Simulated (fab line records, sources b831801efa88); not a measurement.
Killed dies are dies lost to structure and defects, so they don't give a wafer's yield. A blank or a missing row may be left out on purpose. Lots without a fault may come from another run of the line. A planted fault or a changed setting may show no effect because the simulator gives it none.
Chamber matching | flow sky130 | SKY_VIA4_CMP_21 on cmp-01: 4 sister chambers
The step polishes, stops on SiO2, t overpolish 25 s, target thk 0 nm. 8 wafers are shown with their chamber, then 7 later ones without.

WAFERS WITH THEIR CHAMBER
wafer  | chamber | motor_current_A (A) | overpolish_run_s (s)
L708.2 | 1       | 11.5                | 24.983
L708.4 | 0       | 10.8                | 24.998
L708.5 | 3       | 12.8                | 25.018
L710.1 | 2       | 11.9                | 25.018
L710.2 | 3       | 12.6                | 24.993
L710.4 | 1       | 11.4                | 24.987
L713.2 | 2       | 12.0                | 24.985
L713.4 | 0       | 10.1                | 25.007

WAFERS WITHOUT THEIR CHAMBER
wafer  | motor_current_A (A) | overpolish_run_s (s)
L713.6 | 12.0                | 25.005
L715.1 | 13.5                | 24.998
L715.2 | 11.7                | 25.011
L715.3 | 12.1                | 24.998
L719.2 | 10.9                | 25.009
L719.3 | 13.7                | 25.002
L719.4 | 12.3                | 25.000

WHICH CHAMBER EACH WENT THROUGH
wafer  | from the rows above     | in truth
L713.6 | 2                       | 2
L715.1 | 3                       | 3
L715.2 | can't be placed: 2 or 1 | 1
L715.3 | can't be placed: 2 or 3 | 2
L719.2 | can't be placed: 0 or 1 | 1
L719.3 | 3                       | 3
L719.4 | can't be placed: 2 or 3 | 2
Placed correctly: 3 of 7. Can't be placed from these rows: 4 (the true chamber is among the candidates in 4). Placed wrongly: 0.
How it was worked out, from the rows above alone: a wafer's distance from a chamber is the root of the sum, over the readings, of the square of ((its reading less the chamber's mean) divided by the reading's scatter). The wafer belongs to the nearest chamber; if the next one is less than 2 further off, it can't be placed. A chamber's mean is the mean of its shown wafers. The scatter: the root of (the sum of the squares of (reading less its chamber's mean) over the shown wafers, divided by (wafers less chambers)).
